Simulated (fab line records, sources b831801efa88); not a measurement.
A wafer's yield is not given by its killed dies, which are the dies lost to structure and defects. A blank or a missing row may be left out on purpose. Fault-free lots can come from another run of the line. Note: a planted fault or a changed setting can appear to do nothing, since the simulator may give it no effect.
fab line records || flow gf180mcu || part 2 of 2: steps 24 to 34 of 34
record {"lots": 5, "wafers": 15, "last-day": 34}
route steps=602 shown MIM@513 M5@526 V5@540
lots with no fault: from the same line, run without faults
start-h: hours from the record's first day to the start of the lot's first wafer shown || wait-h: hours since the lot's step before || " identical to the entry in the row above || L1.1+2: one row covering several wafers at once || - no value, or no start given || * or withheld: withheld || < > ~ a bound
route shown NAME@n: NAME is a module with steps in the file, n the number in the route of the first one || usual: average and standard deviation across the fault-free wafers || same: alike in all rows || chamber/n: place in a boat || sites: the reading at each site || _std_site: how widely they spread, as a standard deviation || _edge_site: inner sites' mean taken away from outer sites' mean || radius-mm: how far each site lies from the wafer's centre || mask NAME#n: copy n || behind: the tool/chamber that last shaped the wafer || hold: the reason the lot was held/the length of the hold in hours/how it ended || device: whichever transistor did not switch (one of n, p or np) || end of line: the tests these same wafers got at the end of their route || a step without rows: its recipe alone || killed: the dies lost at the first sort to structure and to defects; this is not the yield of the wafer || map: the dies of a wafer, with x for killed, . for not killed, _ for no die there
set.NAME: setting as actually run; set.NAME@STEP: the setting as run at that earlier step || model.NAME: the simulator's own value behind a step, which no gauge read
a table for each step, a row for each wafer; lots at some steps of the route
services: the hour from which a tool's chamber was out of use, counted from the record's first day as start-h (under 0 if before that day), plus the number of hours and why
## steps
# step GF_M5_METAL_ETCH_10
# recipe {"chemistry": "Cl2/BCl3", "mask-material": "KrF", "target-depth-nm": 750.8, "stop-on": "SiO2", "pressure-mtorr": 8, "icp-w": 800, "bias-w": 140, "Cl2_flow_sccm": 80, "bcl3-flow-sccm": 40, "time-s": 125.1}
# usual {"bcl3-flow-sccm": "40.00/0.12", "drypump-motor-current-A": "5.7/0.46", "oes-product-au": "0.990/0.0057", "throttle-valve-pct": "28.229/0.0097"}
{"lot.wafer": "L075.4", "tool": "rie-metal-04", "chamber": 1, "start-h": 626.96, "wait-h": 0.0, "bcl3-flow-sccm": 40.03, "drypump-motor-current-A": 5.5, "oes-product-au": 0.990, "rf-hours-counter-h": "-", "throttle-valve-pct": 28.225}
{"lot.wafer": "L075.5", "tool": "rie-metal-04", "chamber": 0, "start-h": 626.96, "wait-h": 0.0, "bcl3-flow-sccm": 40.12, "drypump-motor-current-A": 5.7, "oes-product-au": 0.978, "rf-hours-counter-h": "-", "throttle-valve-pct": 28.232}
{"lot.wafer": "L075.6", "tool": "rie-metal-04", "chamber": 1, "start-h": 626.96, "wait-h": 0.0, "bcl3-flow-sccm": 39.72, "drypump-motor-current-A": 5.5, "oes-product-au": 0.986, "rf-hours-counter-h": "-", "throttle-valve-pct": 28.242}
{"lot.wafer": "L079.2", "tool": "rie-metal-01", "chamber": 1, "start-h": 659.91, "wait-h": 0.0, "bcl3-flow-sccm": 40.08, "drypump-motor-current-A": 5.3, "oes-product-au": 0.989, "rf-hours-counter-h": 9, "throttle-valve-pct": 28.252}
{"lot.wafer": "L079.3", "tool": "rie-metal-01", "chamber": 0, "start-h": 659.91, "wait-h": 0.0, "bcl3-flow-sccm": 39.98, "drypump-motor-current-A": 6.1, "oes-product-au": 0.997, "rf-hours-counter-h": "-", "throttle-valve-pct": 28.218}
{"lot.wafer": "L079.6", "tool": "rie-metal-01", "chamber": 0, "start-h": 659.91, "wait-h": 0.0, "bcl3-flow-sccm": 39.79, "drypump-motor-current-A": 6.1, "oes-product-au": 0.990, "rf-hours-counter-h": "-", "throttle-valve-pct": 28.237}
{"lot.wafer": "L081.1", "tool": "rie-metal-04", "chamber": 1, "start-h": 674.61, "wait-h": 0.0, "bcl3-flow-sccm": 39.97, "drypump-motor-current-A": 5.5, "oes-product-au": 0.983, "rf-hours-counter-h": 0, "throttle-valve-pct": 28.205}
{"lot.wafer": "L081.5", "tool": "rie-metal-04", "chamber": 0, "start-h": 674.61, "wait-h": 0.0, "bcl3-flow-sccm": 39.97, "drypump-motor-current-A": 5.7, "oes-product-au": 0.995, "rf-hours-counter-h": "-", "throttle-valve-pct": 28.233}
{"lot.wafer": "L081.6", "tool": "rie-metal-04", "chamber": 1, "start-h": 674.61, "wait-h": 0.0, "bcl3-flow-sccm": 40.20, "drypump-motor-current-A": 5.5, "oes-product-au": 0.997, "rf-hours-counter-h": "-", "throttle-valve-pct": 28.217}
{"lot.wafer": "L093.1", "tool": "rie-metal-01", "chamber": 1, "start-h": 751.81, "wait-h": 0.0, "bcl3-flow-sccm": 39.79, "drypump-motor-current-A": 5.3, "oes-product-au": 0.980, "rf-hours-counter-h": 13, "throttle-valve-pct": 28.237}
{"lot.wafer": "L093.4", "tool": "rie-metal-01", "chamber": 1, "start-h": 751.81, "wait-h": 0.0, "bcl3-flow-sccm": 39.98, "drypump-motor-current-A": 5.3, "oes-product-au": 0.987, "rf-hours-counter-h": "-", "throttle-valve-pct": 28.242}
{"lot.wafer": "L093.6", "tool": "rie-metal-01", "chamber": 0, "start-h": 751.81, "wait-h": 0.0, "bcl3-flow-sccm": 40.14, "drypump-motor-current-A": 6.1, "oes-product-au": 0.980, "rf-hours-counter-h": "-", "throttle-valve-pct": 28.242}
{"lot.wafer": "L097.1", "tool": "rie-metal-01", "chamber": 0, "start-h": 774.46, "wait-h": 0.0, "bcl3-flow-sccm": 39.84, "drypump-motor-current-A": 6.2, "oes-product-au": 0.993, "rf-hours-counter-h": 16, "throttle-valve-pct": 28.230}
{"lot.wafer": "L097.4", "tool": "rie-metal-01", "chamber": 0, "start-h": 774.46, "wait-h": 0.0, "bcl3-flow-sccm": 39.82, "drypump-motor-current-A": 6.1, "oes-product-au": 0.985, "rf-hours-counter-h": "-", "throttle-valve-pct": 28.217}
{"lot.wafer": "L097.5", "tool": "rie-metal-01", "chamber": 1, "start-h": 774.46, "wait-h": 0.0, "bcl3-flow-sccm": 39.86, "drypump-motor-current-A": 5.3, "oes-product-au": 0.983, "rf-hours-counter-h": "-", "throttle-valve-pct": 28.229}
# step GF_M5_STRIP_11
# recipe {"chemistry": "O2/N2", "power-w": 1400, "pressure-mtorr": 1500, "platen-temp-c": 250, "o2-flow-sccm": 3000, "n2-flow-sccm": 300, "overash-fraction": 0.5}
# usual {"drypump-motor-current-A": "5.6/0.39", "heater-power-w": "328/55", "oes-product-au": "0.524/0.0052", "strip-time-to-endpoint-s": "7.04/0.042"}
{"lot.wafer": "L075.4", "tool": "plasma-asher-04", "chamber": 1, "start-h": 627.08, "wait-h": 0.1, "drypump-motor-current-A": 6.1, "heater-power-w": 285, "oes-product-au": 0.521, "rf-hours-counter-h": "-", "strip-time-to-endpoint-s": 7.00}
{"lot.wafer": "L075.5", "tool": "plasma-asher-04", "chamber": 1, "start-h": 627.08, "wait-h": 0.1, "drypump-motor-current-A": 6.1, "heater-power-w": 269, "oes-product-au": 0.524, "rf-hours-counter-h": "-", "strip-time-to-endpoint-s": 6.97}
{"lot.wafer": "L075.6", "tool": "plasma-asher-04", "chamber": 0, "start-h": 627.08, "wait-h": 0.1, "drypump-motor-current-A": 5.6, "heater-power-w": 340, "oes-product-au": 0.523, "rf-hours-counter-h": "-", "strip-time-to-endpoint-s": 7.00}
{"lot.wafer": "L079.2", "tool": "plasma-asher-04", "chamber": 1, "start-h": 660.04, "wait-h": 0.1, "drypump-motor-current-A": 6.1, "heater-power-w": 274, "oes-product-au": 0.532, "rf-hours-counter-h": 92, "strip-time-to-endpoint-s": 7.03}
{"lot.wafer": "L079.3", "tool": "plasma-asher-04", "chamber": 1, "start-h": 660.04, "wait-h": 0.1, "drypump-motor-current-A": 6.1, "heater-power-w": 270, "oes-product-au": 0.521, "rf-hours-counter-h": "-", "strip-time-to-endpoint-s": 6.99}
{"lot.wafer": "L079.6", "tool": "plasma-asher-04", "chamber": 1, "start-h": 660.04, "wait-h": 0.1, "drypump-motor-current-A": 6.1, "heater-power-w": 272, "oes-product-au": 0.529, "rf-hours-counter-h": "-", "strip-time-to-endpoint-s": 7.04}
{"lot.wafer": "L081.1", "tool": "plasma-asher-04", "chamber": 0, "start-h": 674.74, "wait-h": 0.1, "drypump-motor-current-A": 5.6, "heater-power-w": 345, "oes-product-au": 0.521, "rf-hours-counter-h": 94, "strip-time-to-endpoint-s": 7.03}
{"lot.wafer": "L081.5", "tool": "plasma-asher-04", "chamber": 1, "start-h": 674.74, "wait-h": 0.1, "drypump-motor-current-A": 6.1, "heater-power-w": 268, "oes-product-au": 0.520, "rf-hours-counter-h": "-", "strip-time-to-endpoint-s": 7.04}
{"lot.wafer": "L081.6", "tool": "plasma-asher-04", "chamber": 0, "start-h": 674.74, "wait-h": 0.1, "drypump-motor-current-A": 5.6, "heater-power-w": 343, "oes-product-au": 0.520, "rf-hours-counter-h": "-", "strip-time-to-endpoint-s": 7.00}
{"lot.wafer": "L093.1", "tool": "plasma-asher-03", "chamber": 1, "start-h": 751.94, "wait-h": 0.1, "drypump-motor-current-A": 5.9, "heater-power-w": 285, "oes-product-au": 0.527, "rf-hours-counter-h": 35, "strip-time-to-endpoint-s": 7.09}
{"lot.wafer": "L093.4", "tool": "plasma-asher-03", "chamber": 1, "start-h": 751.94, "wait-h": 0.1, "drypump-motor-current-A": 6.0, "heater-power-w": 278, "oes-product-au": 0.529, "rf-hours-counter-h": "-", "strip-time-to-endpoint-s": 7.09}
{"lot.wafer": "L093.6", "tool": "plasma-asher-03", "chamber": 1, "start-h": 751.94, "wait-h": 0.1, "drypump-motor-current-A": 5.9, "heater-power-w": 279, "oes-product-au": 0.519, "rf-hours-counter-h": "-", "strip-time-to-endpoint-s": 7.09}
{"lot.wafer": "L097.1", "tool": "plasma-asher-01", "chamber": 1, "start-h": 774.59, "wait-h": 0.1, "drypump-motor-current-A": 5.7, "heater-power-w": 432, "oes-product-au": 0.523, "rf-hours-counter-h": 66, "strip-time-to-endpoint-s": 7.03}
{"lot.wafer": "L097.4", "tool": "plasma-asher-01", "chamber": 1, "start-h": 774.59, "wait-h": 0.1, "drypump-motor-current-A": 5.7, "heater-power-w": 428, "oes-product-au": 0.516, "rf-hours-counter-h": "-", "strip-time-to-endpoint-s": 7.06}
{"lot.wafer": "L097.5", "tool": "plasma-asher-01", "chamber": 1, "start-h": 774.59, "wait-h": 0.1, "drypump-motor-current-A": 5.8, "heater-power-w": 417, "oes-product-au": 0.522, "rf-hours-counter-h": "-", "strip-time-to-endpoint-s": 7.04}
# step GF_M5_STRIP_12
# recipe {"chemistry": "post-etch-residue-remover", "time-s": 1200, "temp-c": 72.5}
{"lot.wafer": "L075.4+5+6", "tool": "wet-bench-03", "chamber": 1, "start-h": 627.14, "wait-h": 0.0}
{"lot.wafer": "L079.2+3+6", "tool": "wet-bench-01", "chamber": 3, "start-h": 660.14, "wait-h": 0.1}
{"lot.wafer": "L081.1+5+6", "tool": "wet-bench-03", "chamber": 2, "start-h": 674.84, "wait-h": 0.1}
{"lot.wafer": "L093.1+4+6", "tool": "wet-bench-04", "chamber": 2, "start-h": 752.04, "wait-h": 0.1}
{"lot.wafer": "L097.1+4+5", "tool": "wet-bench-04", "chamber": 0, "start-h": 774.69, "wait-h": 0.1}
# step GF_M5_CLEAN_13
# recipe {"chemistry": "DIW", "dry": "n2-spin"}
{"lot.wafer": "L075.4+5+6", "tool": "wet-bench-04", "chamber": 0, "start-h": 627.52, "wait-h": 0.0}
{"lot.wafer": "L079.2+3+6", "tool": "wet-bench-03", "chamber": 1, "start-h": 660.48, "wait-h": 0.0}
{"lot.wafer": "L081.1+5+6", "tool": "wet-bench-04", "chamber": 2, "start-h": 675.25, "wait-h": 0.0}
{"lot.wafer": "L093.1+4+6", "tool": "wet-bench-01", "chamber": 2, "start-h": 752.38, "wait-h": 0.0}
{"lot.wafer": "L097.1+4+5", "tool": "wet-bench-01", "chamber": 1, "start-h": 775.03, "wait-h": 0.0}
# step GF_V5_CVD_00
# recipe {"material": "SiO2", "target-thk-nm": 300, "sigma-open-frac": 0.3, "temp-c": 400, "time-s": 50, "sih4-flow-sccm": 60, "pressure-mtorr": 6}
{"lot.wafer": "L075.4+5+6", "tool": "hdpcvd-02", "chamber": "2,0,1", "start-h": 627.63, "wait-h": 0.0}
{"lot.wafer": "L079.2+3+6", "tool": "hdpcvd-02", "chamber": "2,1,2", "start-h": 660.58, "wait-h": 0.0}
{"lot.wafer": "L081.1+5+6", "tool": "hdpcvd-01", "chamber": "2,1,0", "start-h": 675.34, "wait-h": 0.0}
{"lot.wafer": "L093.1+4+6", "tool": "hdpcvd-02", "chamber": "2,0,2", "start-h": 752.52, "wait-h": 0.0}
{"lot.wafer": "L097.1+4+5", "tool": "hdpcvd-01", "chamber": "1,0,1", "start-h": 775.22, "wait-h": 0.0}
# step GF_V5_THK_MEAS_01
# recipe {"reads": "SiO2_of_V5_CVD_00"}
# usual {"V5_CVD_00_THK": "299.2/2.2"}
{"lot.wafer": "L075.4", "tool": "film-metro-04", "chamber": "-", "start-h": 627.68, "wait-h": 0.0, "V5_CVD_00_THK[nm]": 299.6}
{"lot.wafer": "L075.5", "tool": "film-metro-04", "chamber": "-", "start-h": 627.68, "wait-h": 0.0, "V5_CVD_00_THK[nm]": 302.8}
{"lot.wafer": "L075.6", "tool": "film-metro-04", "chamber": "-", "start-h": 627.68, "wait-h": 0.0, "V5_CVD_00_THK[nm]": 299.8}
{"lot.wafer": "L079.2", "tool": "film-metro-01", "chamber": "-", "start-h": 660.64, "wait-h": 0.0, "V5_CVD_00_THK[nm]": 301.8}
{"lot.wafer": "L079.3", "tool": "film-metro-01", "chamber": "-", "start-h": 660.64, "wait-h": 0.0, "V5_CVD_00_THK[nm]": 299.8}
{"lot.wafer": "L079.6", "tool": "film-metro-01", "chamber": "-", "start-h": 660.64, "wait-h": 0.0, "V5_CVD_00_THK[nm]": 300.1}
{"lot.wafer": "L081.1", "tool": "film-metro-01", "chamber": "-", "start-h": 675.39, "wait-h": 0.0, "V5_CVD_00_THK[nm]": 298.7}
{"lot.wafer": "L081.5", "tool": "film-metro-01", "chamber": "-", "start-h": 675.39, "wait-h": 0.0, "V5_CVD_00_THK[nm]": 297.5}
{"lot.wafer": "L081.6", "tool": "film-metro-01", "chamber": "-", "start-h": 675.39, "wait-h": 0.0, "V5_CVD_00_THK[nm]": 296.0}
{"lot.wafer": "L093.1", "tool": "film-metro-04", "chamber": "-", "start-h": 752.56, "wait-h": 0.0, "V5_CVD_00_THK[nm]": 296.1}
{"lot.wafer": "L093.4", "tool": "film-metro-04", "chamber": "-", "start-h": 752.56, "wait-h": 0.0, "V5_CVD_00_THK[nm]": 297.3}
{"lot.wafer": "L093.6", "tool": "film-metro-04", "chamber": "-", "start-h": 752.56, "wait-h": 0.0, "V5_CVD_00_THK[nm]": 297.3}
{"lot.wafer": "L097.1", "tool": "film-metro-03", "chamber": "-", "start-h": 775.26, "wait-h": 0.0, "V5_CVD_00_THK[nm]": 298.5}
{"lot.wafer": "L097.4", "tool": "film-metro-03", "chamber": "-", "start-h": 775.26, "wait-h": 0.0, "V5_CVD_00_THK[nm]": 298.5}
{"lot.wafer": "L097.5", "tool": "film-metro-03", "chamber": "-", "start-h": 775.26, "wait-h": 0.0, "V5_CVD_00_THK[nm]": 297.1}
# step GF_V5_CVD_02
# recipe {"material": "SiO2", "target-thk-nm": 1450, "precursor": "TEOS", "temp-c": 400, "time-s": 163.28, "rf-w": 600}
# usual {"heater-power-w": "685/78"}
{"lot.wafer": "L075.4", "tool": "pecvd-03", "chamber": 0, "start-h": 627.77, "wait-h": 0.1, "heater-power-w": 751}
{"lot.wafer": "L075.5", "tool": "pecvd-03", "chamber": 2, "start-h": 627.77, "wait-h": 0.1, "heater-power-w": 599}
{"lot.wafer": "L075.6", "tool": "pecvd-03", "chamber": 1, "start-h": 627.77, "wait-h": 0.1, "heater-power-w": 625}
{"lot.wafer": "L079.2", "tool": "pecvd-01", "chamber": 1, "start-h": 660.69, "wait-h": 0.0, "heater-power-w": 660}
{"lot.wafer": "L079.3", "tool": "pecvd-01", "chamber": 2, "start-h": 660.69, "wait-h": 0.0, "heater-power-w": 593}
{"lot.wafer": "L079.6", "tool": "pecvd-01", "chamber": 0, "start-h": 660.69, "wait-h": 0.0, "heater-power-w": 594}
{"lot.wafer": "L081.1", "tool": "pecvd-01", "chamber": 1, "start-h": 675.45, "wait-h": 0.1, "heater-power-w": 685}
{"lot.wafer": "L081.5", "tool": "pecvd-01", "chamber": 2, "start-h": 675.45, "wait-h": 0.1, "heater-power-w": 497}
{"lot.wafer": "L081.6", "tool": "pecvd-01", "chamber": 0, "start-h": 675.45, "wait-h": 0.1, "heater-power-w": 603}
{"lot.wafer": "L093.1", "tool": "pecvd-03", "chamber": 1, "start-h": 752.62, "wait-h": 0.1, "heater-power-w": 763}
{"lot.wafer": "L093.4", "tool": "pecvd-03", "chamber": 0, "start-h": 752.62, "wait-h": 0.1, "heater-power-w": 634}
{"lot.wafer": "L093.6", "tool": "pecvd-03", "chamber": 2, "start-h": 752.62, "wait-h": 0.1, "heater-power-w": 589}
{"lot.wafer": "L097.1", "tool": "pecvd-03", "chamber": 2, "start-h": 775.32, "wait-h": 0.1, "heater-power-w": 595}
{"lot.wafer": "L097.4", "tool": "pecvd-03", "chamber": 0, "start-h": 775.32, "wait-h": 0.1, "heater-power-w": 614}
{"lot.wafer": "L097.5", "tool": "pecvd-03", "chamber": 2, "start-h": 775.32, "wait-h": 0.1, "heater-power-w": 681}
# step GF_V5_THK_MEAS_03
# recipe {"reads": "SiO2_of_V5_CVD_02"}
# usual {"V5_CVD_02_THK": "1453/18"}
{"lot.wafer": "L075.4", "tool": "film-metro-03", "chamber": "-", "start-h": 627.85, "wait-h": 0.0, "V5_CVD_02_THK[nm]": 1484}
{"lot.wafer": "L075.5", "tool": "film-metro-03", "chamber": "-", "start-h": 627.85, "wait-h": 0.0, "V5_CVD_02_THK[nm]": 1480}
{"lot.wafer": "L075.6", "tool": "film-metro-03", "chamber": "-", "start-h": 627.85, "wait-h": 0.0, "V5_CVD_02_THK[nm]": 1462}
{"lot.wafer": "L079.2", "tool": "film-metro-03", "chamber": "-", "start-h": 660.81, "wait-h": 0.1, "V5_CVD_02_THK[nm]": 1453}
{"lot.wafer": "L079.3", "tool": "film-metro-03", "chamber": "-", "start-h": 660.81, "wait-h": 0.1, "V5_CVD_02_THK[nm]": 1449}
{"lot.wafer": "L079.6", "tool": "film-metro-03", "chamber": "-", "start-h": 660.81, "wait-h": 0.1, "V5_CVD_02_THK[nm]": 1486}
{"lot.wafer": "L081.1", "tool": "film-metro-04", "chamber": "-", "start-h": 675.55, "wait-h": 0.1, "V5_CVD_02_THK[nm]": 1418}
{"lot.wafer": "L081.5", "tool": "film-metro-04", "chamber": "-", "start-h": 675.55, "wait-h": 0.1, "V5_CVD_02_THK[nm]": 1444}
{"lot.wafer": "L081.6", "tool": "film-metro-04", "chamber": "-", "start-h": 675.55, "wait-h": 0.1, "V5_CVD_02_THK[nm]": 1442}
{"lot.wafer": "L093.1", "tool": "film-metro-03", "chamber": "-", "start-h": 752.73, "wait-h": 0.1, "V5_CVD_02_THK[nm]": 1443}
{"lot.wafer": "L093.4", "tool": "film-metro-03", "chamber": "-", "start-h": 752.73, "wait-h": 0.1, "V5_CVD_02_THK[nm]": 1469}
{"lot.wafer": "L093.6", "tool": "film-metro-03", "chamber": "-", "start-h": 752.73, "wait-h": 0.1, "V5_CVD_02_THK[nm]": 1452}
{"lot.wafer": "L097.1", "tool": "film-metro-01", "chamber": "-", "start-h": 775.43, "wait-h": 0.1, "V5_CVD_02_THK[nm]": 1431}
{"lot.wafer": "L097.4", "tool": "film-metro-01", "chamber": "-", "start-h": 775.43, "wait-h": 0.1, "V5_CVD_02_THK[nm]": 1457}
{"lot.wafer": "L097.5", "tool": "film-metro-01", "chamber": "-", "start-h": 775.43, "wait-h": 0.1, "V5_CVD_02_THK[nm]": 1443}
# step GF_V5_CMP_04
# recipe {"material": "SiO2", "down-force-psi": 4, "platen-rpm": 60, "pad-velocity-m-s": 0.94248}
# usual {"motor-current-A": "12.8/1.4"}
{"lot.wafer": "L075.4", "tool": "cmp-01", "chamber": 1, "start-h": 627.98, "wait-h": 0.1, "motor-current-A": 10.7}
{"lot.wafer": "L075.6", "tool": "cmp-01", "chamber": 3, "start-h": 627.98, "wait-h": 0.1, "motor-current-A": 12.0}
{"lot.wafer": "L075.5", "tool": "cmp-01", "chamber": 0, "start-h": 627.98, "wait-h": 0.1, "motor-current-A": 13.1}
{"lot.wafer": "L079.3", "tool": "cmp-01", "chamber": 3, "start-h": 660.91, "wait-h": 0.1, "motor-current-A": 12.4}
{"lot.wafer": "L079.2", "tool": "cmp-01", "chamber": 0, "start-h": 660.91, "wait-h": 0.1, "motor-current-A": 12.9}
{"lot.wafer": "L079.6", "tool": "cmp-01", "chamber": 3, "start-h": 660.91, "wait-h": 0.1, "motor-current-A": 11.5}
{"lot.wafer": "L081.1", "tool": "cmp-02", "chamber": 3, "start-h": 675.76, "wait-h": 0.2, "motor-current-A": 14.7}
{"lot.wafer": "L081.5", "tool": "cmp-02", "chamber": 0, "start-h": 675.76, "wait-h": 0.2, "motor-current-A": 13.6}
{"lot.wafer": "L081.6", "tool": "cmp-02", "chamber": 1, "start-h": 675.76, "wait-h": 0.2, "motor-current-A": 11.6}
{"lot.wafer": "L093.4", "tool": "cmp-02", "chamber": 2, "start-h": 753.14, "wait-h": 0.4, "motor-current-A": 12.9}
{"lot.wafer": "L093.1", "tool": "cmp-02", "chamber": 3, "start-h": 753.14, "wait-h": 0.4, "motor-current-A": 15.0}
{"lot.wafer": "L093.6", "tool": "cmp-02", "chamber": 1, "start-h": 753.14, "wait-h": 0.4, "motor-current-A": 11.0}
{"lot.wafer": "L097.1", "tool": "cmp-02", "chamber": 0, "start-h": 775.54, "wait-h": 0.1, "motor-current-A": 13.7}
{"lot.wafer": "L097.4", "tool": "cmp-02", "chamber": 2, "start-h": 775.54, "wait-h": 0.1, "motor-current-A": 13.3}
{"lot.wafer": "L097.5", "tool": "cmp-02", "chamber": 3, "start-h": 775.54, "wait-h": 0.1, "motor-current-A": 15.8}
# step GF_V5_BOW_MEAS_05
# recipe {"mode": "bow"}
# usual {"V5_BOW": "135/11"}
{"lot.wafer": "L075.4", "tool": "film-metro-04", "chamber": "-", "start-h": 628.24, "wait-h": 0.2, "V5_BOW[um]": 146}
{"lot.wafer": "L075.5", "tool": "film-metro-04", "chamber": "-", "start-h": 628.24, "wait-h": 0.2, "V5_BOW[um]": 143}
{"lot.wafer": "L075.6", "tool": "film-metro-04", "chamber": "-", "start-h": 628.24, "wait-h": 0.2, "V5_BOW[um]": 132}
{"lot.wafer": "L079.2", "tool": "film-metro-04", "chamber": "-", "start-h": 661.18, "wait-h": 0.2, "V5_BOW[um]": 129}
{"lot.wafer": "L079.3", "tool": "film-metro-04", "chamber": "-", "start-h": 661.18, "wait-h": 0.2, "V5_BOW[um]": 142}
{"lot.wafer": "L079.6", "tool": "film-metro-04", "chamber": "-", "start-h": 661.18, "wait-h": 0.2, "V5_BOW[um]": 160}
{"lot.wafer": "L081.1", "tool": "film-metro-04", "chamber": "-", "start-h": 675.91, "wait-h": 0.1, "V5_BOW[um]": 131}
{"lot.wafer": "L081.5", "tool": "film-metro-04", "chamber": "-", "start-h": 675.91, "wait-h": 0.1, "V5_BOW[um]": 145}
{"lot.wafer": "L081.6", "tool": "film-metro-04", "chamber": "-", "start-h": 675.91, "wait-h": 0.1, "V5_BOW[um]": 136}
{"lot.wafer": "L093.1", "tool": "film-metro-01", "chamber": "-", "start-h": 753.39, "wait-h": 0.1, "V5_BOW[um]": 127}
{"lot.wafer": "L093.4", "tool": "film-metro-01", "chamber": "-", "start-h": 753.39, "wait-h": 0.1, "V5_BOW[um]": 123}
{"lot.wafer": "L093.6", "tool": "film-metro-01", "chamber": "-", "start-h": 753.39, "wait-h": 0.1, "V5_BOW[um]": 122}
{"lot.wafer": "L097.1", "tool": "film-metro-04", "chamber": "-", "start-h": 775.84, "wait-h": 0.3, "V5_BOW[um]": 134}
{"lot.wafer": "L097.4", "tool": "film-metro-04", "chamber": "-", "start-h": 775.84, "wait-h": 0.3, "V5_BOW[um]": 134}
{"lot.wafer": "L097.5", "tool": "film-metro-04", "chamber": "-", "start-h": 775.84, "wait-h": 0.3, "V5_BOW[um]": 134}
# step GF_V5_DEHYDRATE_06
# recipe {"temp-c": 200, "time-s": 60}
# usual {"exhaust-pa": "44.7/0.9"}
{"lot.wafer": "L075.4", "tool": "litho-track-02", "chamber": 0, "start-h": 637.86, "wait-h": 9.6, "exhaust-pa": 45.0}
{"lot.wafer": "L075.5", "tool": "litho-track-02", "chamber": 0, "start-h": 637.86, "wait-h": 9.6, "exhaust-pa": 44.5}
{"lot.wafer": "L075.6", "tool": "litho-track-02", "chamber": 0, "start-h": 637.86, "wait-h": 9.6, "exhaust-pa": 46.0}
{"lot.wafer": "L079.2", "tool": "litho-track-02", "chamber": 0, "start-h": 670.31, "wait-h": 9.1, "exhaust-pa": 46.2}
{"lot.wafer": "L079.3", "tool": "litho-track-02", "chamber": 0, "start-h": 670.31, "wait-h": 9.1, "exhaust-pa": 46.3}
{"lot.wafer": "L079.6", "tool": "litho-track-02", "chamber": 0, "start-h": 670.31, "wait-h": 9.1, "exhaust-pa": 44.5}
{"lot.wafer": "L081.1", "tool": "litho-track-03", "chamber": 0, "start-h": 684.78, "wait-h": 8.8, "exhaust-pa": 45.5}
{"lot.wafer": "L081.5", "tool": "litho-track-03", "chamber": 0, "start-h": 684.78, "wait-h": 8.8, "exhaust-pa": 44.8}
{"lot.wafer": "L081.6", "tool": "litho-track-03", "chamber": 0, "start-h": 684.78, "wait-h": 8.8, "exhaust-pa": 45.7}
{"lot.wafer": "L093.1", "tool": "litho-track-03", "chamber": 0, "start-h": 761.23, "wait-h": 7.8, "exhaust-pa": 45.4}
{"lot.wafer": "L093.4", "tool": "litho-track-03", "chamber": 0, "start-h": 761.23, "wait-h": 7.8, "exhaust-pa": 45.3}
{"lot.wafer": "L093.6", "tool": "litho-track-03", "chamber": 0, "start-h": 761.23, "wait-h": 7.8, "exhaust-pa": 45.8}
{"lot.wafer": "L097.1", "tool": "litho-track-01", "chamber": 0, "start-h": 782.73, "wait-h": 6.9, "exhaust-pa": 44.6}
{"lot.wafer": "L097.4", "tool": "litho-track-01", "chamber": 0, "start-h": 782.73, "wait-h": 6.9, "exhaust-pa": 45.1}
{"lot.wafer": "L097.5", "tool": "litho-track-01", "chamber": 0, "start-h": 782.73, "wait-h": 6.9, "exhaust-pa": 44.2}
## services
{"tool": "cmp-02", "chamber": "-", "start-h": 572.00, "hours": 4.0, "kind": "pm"}
{"tool": "rie-metal-01", "chamber": 0, "start-h": 572.04, "hours": 15.9, "kind": "repair"}
{"tool": "pecvd-03", "chamber": "-", "start-h": 577.78, "hours": 1.4, "kind": "repair"}
{"tool": "hdpcvd-02", "chamber": 0, "start-h": 579.09, "hours": 14.9, "kind": "repair"}
{"tool": "cmp-02", "chamber": "-", "start-h": 579.87, "hours": 0.8, "kind": "repair"}
{"tool": "cmp-02", "chamber": "-", "start-h": 593.01, "hours": 2.2, "kind": "repair"}
{"tool": "cmp-02", "chamber": "-", "start-h": 595.24, "hours": 5.5, "kind": "pm"}
{"tool": "pecvd-03", "chamber": 1, "start-h": 597.22, "hours": 4.8, "kind": "repair"}
{"tool": "cmp-02", "chamber": "-", "start-h": 599.59, "hours": 0.9, "kind": "repair"}
{"tool": "iline-stepper-01", "chamber": "-", "start-h": 628.02, "hours": 1.7, "kind": "pm"}
{"tool": "pecvd-03", "chamber": "-", "start-h": 629.92, "hours": 6.5, "kind": "repair"}
{"tool": "krf-scanner-01", "chamber": "-", "start-h": 637.28, "hours": 3.6, "kind": "pm"}
{"tool": "rie-metal-01", "chamber": 1, "start-h": 639.85, "hours": 13.1, "kind": "repair"}
{"tool": "plasma-asher-03", "chamber": "-", "start-h": 645.63, "hours": 4.9, "kind": "pm"}
{"tool": "krf-scanner-01", "chamber": "-", "start-h": 647.72, "hours": 1.3, "kind": "pm"}
{"tool": "rie-metal-04", "chamber": "-", "start-h": 652.96, "hours": 4.3, "kind": "pm"}
{"tool": "pecvd-03", "chamber": "-", "start-h": 653.11, "hours": 1.1, "kind": "repair"}
{"tool": "krf-scanner-01", "chamber": "-", "start-h": 656.86, "hours": 1.0, "kind": "pm"}
{"tool": "plasma-asher-03", "chamber": "-", "start-h": 657.76, "hours": 0.4, "kind": "repair"}
{"tool": "pecvd-03", "chamber": 1, "start-h": 658.99, "hours": 4.2, "kind": "repair"}
{"tool": "krf-scanner-01", "chamber": "-", "start-h": 687.29, "hours": 0.8, "kind": "pm"}
{"tool": "plasma-asher-04", "chamber": "-", "start-h": 748.03, "hours": 3.1, "kind": "repair"}
{"tool": "krf-scanner-01", "chamber": "-", "start-h": 751.34, "hours": 7.4, "kind": "repair"}
{"tool": "krf-scanner-01", "chamber": "-", "start-h": 754.24, "hours": 3.4, "kind": "repair"}
